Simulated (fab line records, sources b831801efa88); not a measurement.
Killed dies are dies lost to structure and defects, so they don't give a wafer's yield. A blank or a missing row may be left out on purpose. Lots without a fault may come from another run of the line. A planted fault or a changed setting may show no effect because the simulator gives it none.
A struck lot beside a sound one | flow gf180mcu | 15 steps out of a route of 602
Sound: wafers L497.1, L497.5, L497.6. Struck: wafers L498.2, L498.5, L498.6. The cause comes at the end.
At each step with rows: each side's tool, then ch and its chambers, then its first start. Under that, the readings that differ: sound wafers | struck wafers | difference of the means | sigmas: that difference in standard deviations of wafers without a fault.
alike: readings whose means differ by less than 2 such deviations, and words and numbers that are the same on both sides. not compared: withheld readings, readings that some wafer has no value for, bounds like >300 that may hide the same value, and numbers for which the record gives no deviation and whose values overlap.
The two part at a step that has a row with sigmas, a row that says differs or no value, or rows on one side only. Numbers that don't overlap but have no deviation are shown without sigmas and don't part them. A reading that every wafer of one side lacks parts them only if that side has two wafers or more.

GF_CONTACT_OVL_MEAS_15:
  sound on overlay-01, day 21 22:32; struck on overlay-02, day 22 01:31
  reading          | sound   | struck  | difference | sigmas
  CONTACT_OVL (nm) | 1 -1 -3 | 12 12 8 | +12        | +2
then, 1 step without rows for these wafers: GF_CONTACT_ETCH_16 (etches BARC in N2/H2).
GF_CONTACT_ETCH_17: etches SiO2 in C4F8/O2/Ar, stops on CoSi2, target depth 860 nm.
  sound on rie_diel-03 ch 0,1,3; struck on rie_diel-02 ch 0,2,3
  alike: oes_product_au
then, 4 steps without rows for these wafers: GF_CONTACT_STRIP_18 (strips in O2/N2); GF_CONTACT_CLEAN_19 (cleans in SPM); GF_CONTACT_CLEAN_20 (cleans in DIW); GF_CONTACT_CLEAN_21 (cleans in dHF, time 20 s).
GF_CONTACT_SPUTTER_22: material Ti, target thk 15 nm, time 80.02 s.
  sound on pvd_sputter-04, day 21 23:02; struck on pvd_sputter-03, day 22 02:01
  alike: chamber_pressure_pa, substrate_temp_c, throttle_valve_pct
GF_CONTACT_SPUTTER_23: material TiN, target thk 10 nm, time 40 s.
  sound on pvd_sputter-04, day 21 23:06; struck on pvd_sputter-03, day 22 02:04
  alike: chamber_pressure_pa, throttle_valve_pct
GF_CONTACT_CVD_24: deposits W, target thk 300 nm, time 90.339 s.
  sound on cvd_w-01 ch 0,1, day 21 23:08; struck on cvd_w-01 ch 0,1, day 22 02:07
  alike: heater_power_w
GF_CONTACT_RS_MEAS_25: measures by four-point-probe.
  sound on film_metro-04, day 21 23:14; struck on film_metro-03, day 22 02:14
  alike: CONTACT_W_RS
GF_CONTACT_THK_MEAS_26: measures by xrf.
  sound on film_metro-04, day 21 23:22; struck on film_metro-03, day 22 02:20
  alike: CONTACT_W_THK
GF_CONTACT_CMP_27: polishes, stops on SiO2, t overpolish 15 s, target thk 0 nm.
  sound on cmp-01 ch 0,1, day 21 23:25; struck on cmp-02 ch 0,1,3, day 22 02:32
  reading                 | sound             | struck            | difference | sigmas
  head_pressure_psi (psi) | 3.500 3.493 3.498 | 2.925 2.941 2.916 | -0.570     | -75
  time_to_endpoint_s (s)  | 79 70 75          | 83 83 84          | +9         | +2
  alike: motor_current_A, overpolish_run_s
GF_M1_SPUTTER_00: material Ti, target thk 37.5 nm, time 150 s.
  sound on pvd_sputter-04, day 21 23:43; struck on pvd_sputter-04, day 22 02:41
  alike: chamber_pressure_pa, substrate_temp_c, throttle_valve_pct
-- the record jumps here: 11 days lie between the struck wafers' starts before and after (it left off in module M1 and takes up again in module PASSIVATION, whose first step shown is number 602 of the route) --
GF_PASSIVATION_PROBE_99:
  the record has rows for the struck wafers here (prober-02, day 33 12:32) and none for the sound ones

WHERE THEY PART
First at GF_CONTACT_OVL_MEAS_15; last, within this record, at GF_PASSIVATION_PROBE_99.

WHY: what the simulator had put in
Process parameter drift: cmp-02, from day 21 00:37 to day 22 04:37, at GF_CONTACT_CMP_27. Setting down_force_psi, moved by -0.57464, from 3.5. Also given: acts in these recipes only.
